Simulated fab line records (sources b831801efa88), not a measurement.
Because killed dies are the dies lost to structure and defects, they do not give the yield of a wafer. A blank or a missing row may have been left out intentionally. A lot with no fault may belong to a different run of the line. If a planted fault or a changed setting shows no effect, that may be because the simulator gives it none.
8D (eight disciplines) problem report, filled in by code    flow gf180mcu    the parts of the form that need people (team, actions taken, sign-off) are left out

== 1. WHAT WENT WRONG ==
Mean of chamber pressure pa at GF_M4_SPUTTER_04: 0.4785 Pa across 6 wafers in 2 lots; on wafers with no fault it is 0.4000 Pa (standard deviation 0.00087). That puts it +90 standard deviations away from the usual mean.
The step: material TiN, target thk 50 nm, time 41.7 s.
Earliest sighting: wafer L233.2 on pvd sputter-03 at day 25 19:21. The record holds 18 wafers of 6 lots with a number at this step. By rule, "out" or "out of limits" means more than 4 standard deviations away from the usual mean. The rest of the wafers with a number are treated as sound.

== 2. WHAT IT IS; WHAT IT IS NOT ==
question                     is                      is not
which readings at this step  chamber pressure pa     cathode dc power W
which lots                   L233, L236              L229, L235, L243, L246
which wafers of those lots   all that have a number  -
read on which tools          pvd sputter-03          pvd sputter-02
when                         from day 25 19:21       up to then (3 sound wafers); but 9 sound wafers of L235, L243, L246 came after

== 3. THE SUSPECTS, EACH WITH WHAT RULES IT OUT ==
Counting: a tool stays on the suspect list if, at a process step up to the reading, it processed all lots that are out and no sound lot following the first of them.
- pvd sputter-01 at GF_V3_SPUTTER_21 (material Ti, target thk 15 nm, time 80.02 s): kept. It ran every lot that is out, first L233 (day 25 18:29), and no sound lot after that.
- pvd sputter-01 at GF_V3_SPUTTER_22 (material TiN, target thk 10 nm, time 40 s): kept. It ran every lot that is out, first L233 (day 25 18:32), and no sound lot after that.
- pvd sputter-03 at GF_M4_SPUTTER_04 (material TiN, target thk 50 nm, time 41.7 s): kept. It ran every lot that is out, first L233 (day 25 19:21), and no sound lot after that; its last sound lot up to then is L229 (day 24 08:47). Its own chamber pressure pa readings are out on those wafers.
After the count, these remain: pvd sputter-01 at GF_V3_SPUTTER_21, pvd sputter-01 at GF_V3_SPUTTER_22 and pvd sputter-03 at GF_M4_SPUTTER_04.

== 4. THE CAUSE (what the simulator had put in) ==
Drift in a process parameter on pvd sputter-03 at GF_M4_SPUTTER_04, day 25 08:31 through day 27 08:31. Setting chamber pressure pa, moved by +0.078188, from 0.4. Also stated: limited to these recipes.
3 suspects survive the count, and this tool is in that group.

== 5. THE EFFECT CHAIN, in route order ==
Rows list readings where the struck wafers' mean (over those with a number) sits beyond 3 standard deviations from the usual. Scope: only readings with a usual standard deviation given in the record; hours: median across lots of the time from each lot's start at the first step in this table that gives one to its start at this step; sigmas: change in usual standard deviations.
hours  step              reading              usual      on struck wafers  change   sigmas
0      GF_M4_SPUTTER_04  chamber pressure pa  0.4000 Pa  0.4785            +0.0785  +90
Process steps it contains:
- GF_M4_SPUTTER_04: material TiN, target thk 50 nm, time 41.7 s.
Later measuring or inspecting steps at which every struck wafer that the step has a row for has a number for every such reading, and none has moved that far: GF_M4_RS_MEAS_05, GF_M4_THK_MEAS_06, GF_M4_CD_MEAS_14, GF_M4_OVL_MEAS_15, GF_V4_THK_MEAS_01, GF_V4_THK_MEAS_03, GF_V4_BOW_MEAS_05.

== 6. HOW IT WOULD HAVE BEEN CAUGHT EARLIER ==
First out-of-limits reading in this record: day 25 19:21, which is 11 hours after fault onset at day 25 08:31.
